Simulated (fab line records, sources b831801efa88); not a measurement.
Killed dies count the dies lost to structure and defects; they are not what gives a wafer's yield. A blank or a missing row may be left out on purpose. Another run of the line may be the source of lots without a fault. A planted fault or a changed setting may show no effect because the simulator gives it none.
Comparing a struck lot with a sound one ; flow gf180mcu ; 14 out of 602 route steps
Sound: wafers L786.3, L786.4, L786.6. Wafers L784.3, L784.4, L784.5 were the ones struck. The cause is named last.
At each step with rows: each side's tool, then ch and its chambers, then its first start. Under that, the readings that differ: sound wafers ; struck wafers ; difference of the means ; sigmas: that difference in standard deviations of wafers without a fault.
alike: a reading whose means differ by less than 2 such deviations, as well as words and numbers matching on both sides. not compared: withheld readings; readings where some wafer has no value; bounds like >300 that might hide an equal value; numbers whose values overlap and for which the record gives no deviation.
A row with sigmas, a row that says differs or no value, or rows on one side alone: a step with any of these is where the two part. Non-overlapping numbers with no deviation appear without sigmas and do not part them. Lack of a reading on every wafer of one side parts them only where that side has two or more wafers.

GF_VT_IMPLANT_RS_MEAS_47: uses a four-point probe to measure.
  sound on film metro-01, day 9 05:30; struck on film metro-04, day 8 13:07
  alike: NWELL_RS
GF_VT_IMPLANT_RS_MEAS_48: uses a four-point probe to measure.
  sound on film metro-01, day 9 05:37; struck on film metro-04, day 8 13:14
  alike: LVPWELL_RS
GF_VT_IMPLANT_RS_MEAS_49: uses a four-point probe to measure.
  sound on film metro-01, day 9 05:44; struck on film metro-04, day 8 13:22
  alike: MVPSD_RS
then, 4 steps without rows for these wafers: GF_VT_IMPLANT_WET_ETCH_50 (etches SiO2 in dHF, target depth 20 nm, time 400 s); GF_DUAL_GATE_CLEAN_00 (cleans in SC1/SC2, time 150 s); GF_DUAL_GATE_CLEAN_01 (cleans in dHF, time 20 s); GF_DUAL_GATE_OXIDATION_02 (stabilise 600 s, purge 300 s, target thk 10.887 nm).
GF_DUAL_GATE_THK_MEAS_03:
  sound on film metro-01, day 9 07:29; struck on film metro-02, day 8 19:22
  alike: DUAL_GATE_OXIDATION_00_THK
then, 4 steps without rows for these wafers: GF_DUAL_GATE_DEHYDRATE_04 (time 60 s); GF_DUAL_GATE_HMDS_05 (prime time 60 s); GF_DUAL_GATE_COAT_06 (resist thk 1000 nm); GF_DUAL_GATE_SOFTBAKE_07 (time 60 s).
GF_DUAL_GATE_EXPOSE_08: exposes mask Dualgate, target cd 700 nm.
  struck on iline stepper-02, day 9 03:40; sound on iline stepper-01 ch 0, day 9 15:26
  no value came back on the struck wafers for exposure dose mJ cm2, focus offset nm (nm), stage vel mm s (mm/s); on the sound wafers exposure dose mJ cm2 reads 140.05 140.20 139.91
  alike: mask
then, 1 step without rows for these wafers: GF_DUAL_GATE_PEB_09.

== WHERE THEY PART ==
Only at GF_DUAL_GATE_EXPOSE_08, as far as this record shows.

WHY: the cause the simulator had injected
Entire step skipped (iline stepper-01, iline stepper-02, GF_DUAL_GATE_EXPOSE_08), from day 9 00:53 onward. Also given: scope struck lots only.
